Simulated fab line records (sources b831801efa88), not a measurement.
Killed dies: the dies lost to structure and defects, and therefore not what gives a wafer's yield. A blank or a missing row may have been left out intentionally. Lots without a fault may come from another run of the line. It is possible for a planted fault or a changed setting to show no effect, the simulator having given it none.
Problem report, 8D (eight disciplines) form, completed by code || flow sky130 || the parts of the form that need people (team, actions taken, sign-off) are left out

1. THE PROBLEM
A mean of 116.7 s is read at SKY_FIELD_ISO_ETCH_17 for run length s, taken on 1 wafer of 1 lot, against 125.7 s (standard deviation 0.4) on wafers free of any fault. That is -22 standard deviations from the usual mean.
The step: etches Si in HBr/Cl2/O2, target depth 342 nm, time 97.7 s.
Earliest sighting: wafer L308.2 on rie si-02 at day 4 14:59. At this step, 33 wafers from 11 lots have a number in the record. The rule behind "out" and "out of limits": a value lying over 4 standard deviations away from the usual mean. All remaining wafers that have a number are taken as sound.

2. WHAT IT IS; WHAT IT IS NOT
{"question": "which readings at this step", "is": "run length s", "is not": "drypump motor current A, oes product au, throttle valve pct"}
{"question": "which lots", "is": "L308", "is not": "L297, L298, L299, L300, L302, L312, L315, L317, L319, L320"}
{"question": "which wafers of those lots", "is": "L308.2", "is not": "L308.3, L308.6"}
{"question": "read on which tools", "is": "rie si-02", "is not": "rie si-01"}
{"question": "when", "is": "from day 4 14:59", "is not": "up to then (17 sound wafers); but 15 sound wafers of L312, L315, L317, L319, L320 came after"}

3. SUSPECTS, AND WHAT RULES EACH OUT
Counting: a tool at a process step up to the reading stays a suspect if it ran every lot that is out. Sound lots after the first of them don't rule it out here, since some wafers of a struck lot are sound.
- rie diel-01 at SKY_FIELD_ISO_ETCH_14 (etches BARC in N2/H2, stops on SiO2, time 45.9 s, target depth 60 nm): kept. L308, the lot that is out, went through it at day 4 14:47; up to then, the latest sound lot through it was L300 at day 2 20:35.
- rie si-02 at SKY_FIELD_ISO_ETCH_17 (etches Si in HBr/Cl2/O2, target depth 342 nm, time 97.7 s): kept. L308, the lot that is out, went through it at day 4 14:59; up to then, the latest sound lot through it was L302 at day 3 06:40. On those wafers its own readings are out: run length s.
- Within rie diel-01 at SKY_FIELD_ISO_ETCH_14: the wafers that are out ran in chamber 2; their sound lot-mates ran in chamber 3.
- At SKY_FIELD_ISO_ETCH_17, inside rie si-02: chamber 0 took the wafers that are out, while their sound lot-mates went through chambers 1, 3.
What counting leaves: rie diel-01 at SKY_FIELD_ISO_ETCH_14 and rie si-02 at SKY_FIELD_ISO_ETCH_17.

4. THE CAUSE (what the simulator had put in)
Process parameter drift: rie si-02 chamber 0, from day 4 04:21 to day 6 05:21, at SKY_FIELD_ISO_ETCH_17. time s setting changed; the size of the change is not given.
Of the 2 suspects that counting leaves, this tool is one.

5. SEQUENCE OF EFFECTS, ordered by route
Rows list readings where the struck wafers' mean (over those with a number) sits beyond 3 standard deviations from the usual. Only readings whose record carries a usual standard deviation are examined. hours: median over the lots of the time between each lot's start at the first step of this table that gives one and its start at this step. sigmas: the change, counted in usual standard deviations.
{"hours": 0, "step": "SKY_FIELD_ISO_ETCH_17", "reading": "run length s", "usual": "125.7 s", "on struck wafers": 116.7, "change": -9.0, "sigmas": -22}
Its process steps:
- SKY_FIELD_ISO_ETCH_17: etches Si in HBr/Cl2/O2, target depth 342 nm, time 97.7 s.
Later steps that measure or inspect, where all struck wafers having a row at the step show a number for every such reading and not one has moved that far: SKY_FIELD_ISO_THK_MEAS_25.

6. HOW IT WOULD HAVE BEEN CAUGHT EARLIER
The fault began at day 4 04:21; the first out-of-limits reading in this record came at day 4 14:59, 11 hours later.
